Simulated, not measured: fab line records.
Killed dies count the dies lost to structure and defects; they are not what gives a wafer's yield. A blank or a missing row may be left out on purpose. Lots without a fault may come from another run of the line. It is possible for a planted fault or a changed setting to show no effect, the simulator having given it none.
A lot that was struck, set against a sound lot    flow gf180mcu    13 out of 602 route steps
Sound: the wafers L675.1, L675.2, L675.5. Wafers L669.1, L669.2, L669.6 were the ones struck. Last of all comes the cause.
Per side, at each step with rows, come the tool, then ch with its chambers, and then its first start. Under that, the readings that differ: sound wafers    struck wafers    difference of the means    sigmas: that difference in standard deviations of wafers without a fault.
alike: readings with means less than 2 such deviations apart, plus words and numbers identical on both sides. not compared: withheld readings, readings lacking a value on some wafer, bounds such as >300 that could conceal the same value, and numbers that have no deviation in the record and whose values overlap.
Wherever a step has rows on one side only, a row that says differs or no value, or a row with sigmas, the two part there. Numbers that have no deviation but don't overlap get no sigmas and don't part them. A reading that every wafer of one side lacks parts them only if that side has two wafers or more.

GF_V4_CD_MEAS_14: target cd 260 nm.
  struck on cd sem-02, day 29 01:29; sound on cd sem-01, day 30 07:08
  alike: cd nm
GF_V4_OVL_MEAS_15:
  struck on overlay-02, day 29 01:36; sound on overlay-01, day 30 07:15
  alike: V4_OVL
GF_V4_ETCH_16: etches BARC in N2/H2.
  sound on rie diel-04 ch 0,1,3, day 30 07:17; struck on rie diel-03 ch 0,1,3, day 29 01:38
  alike: drypump motor current A, oes product au, throttle valve pct
GF_V4_ETCH_17: etches SiO2 in C4F8/O2/Ar, stops on TiN, target depth 630 nm.
  sound: rie diel-04 ch 0,1,3; struck: rie diel-03 ch 0,1,3
  alike: oes product au
GF_V4_STRIP_18: strips in O2/N2.
  sound on plasma asher-02 ch 0,1, day 30 07:25; struck on plasma asher-04 ch 0,1, day 29 01:46
  alike: drypump motor current A, heater power w, oes product au
  not compared: rf hours counter h
then, 3 steps without rows for these wafers: GF_V4_STRIP_19 (strips in post etch residue remover, time 1200 s); GF_V4_CLEAN_20 (cleans in DIW); GF_V4_SPUTTER_21 (material Ti, target thk 15 nm, time 80.02 s).
GF_V4_SPUTTER_22: material TiN, target thk 10 nm, time 40 s.
  struck on pvd sputter-04, day 29 02:24; sound on pvd sputter-01, day 30 08:01
  alike: throttle valve pct
GF_V4_CVD_23: deposits W, target thk 350 nm, time 104.9 s.
  sound on cvd w-02 ch 0,1, day 30 08:03; struck on cvd w-01 ch 0,1, day 29 02:26
  alike: chamber pressure Torr, heater power w
GF_V4_RS_MEAS_24: measures by four-point-probe.
  struck on film metro-03, day 29 02:33; sound on film metro-01, day 30 08:10
  alike: V4_W_RS
GF_V4_THK_MEAS_25: measures by xrf.
  struck on film metro-03, day 29 02:40; sound on film metro-01, day 30 08:17
reading        sound        struck       difference  sigmas
V4_W_THK (nm)  352 347 352  340 343 338  -10         -2
GF_V4_CMP_26: polishes, stops on SiO2, t overpolish 15 s, target thk 0 nm.
  sound on cmp-02 ch 0,1, day 30 08:21; struck on cmp-01 ch 0,1,2, day 29 02:47
reading                 sound                 struck             difference  sigmas
overpolish run s (s)    14.997 15.005 14.985  0.035 0.044 0.043  -14.955     -99 or more
time to endpoint s (s)  82 85 81              129 130 128        +46         +14
  alike: motor current A, retaining ring pressure frac, slurry flow ml min

## WHERE THEY PART
Earliest at GF_V4_THK_MEAS_25; latest, in this record, at GF_V4_CMP_26.

WHY: what the simulator had put in
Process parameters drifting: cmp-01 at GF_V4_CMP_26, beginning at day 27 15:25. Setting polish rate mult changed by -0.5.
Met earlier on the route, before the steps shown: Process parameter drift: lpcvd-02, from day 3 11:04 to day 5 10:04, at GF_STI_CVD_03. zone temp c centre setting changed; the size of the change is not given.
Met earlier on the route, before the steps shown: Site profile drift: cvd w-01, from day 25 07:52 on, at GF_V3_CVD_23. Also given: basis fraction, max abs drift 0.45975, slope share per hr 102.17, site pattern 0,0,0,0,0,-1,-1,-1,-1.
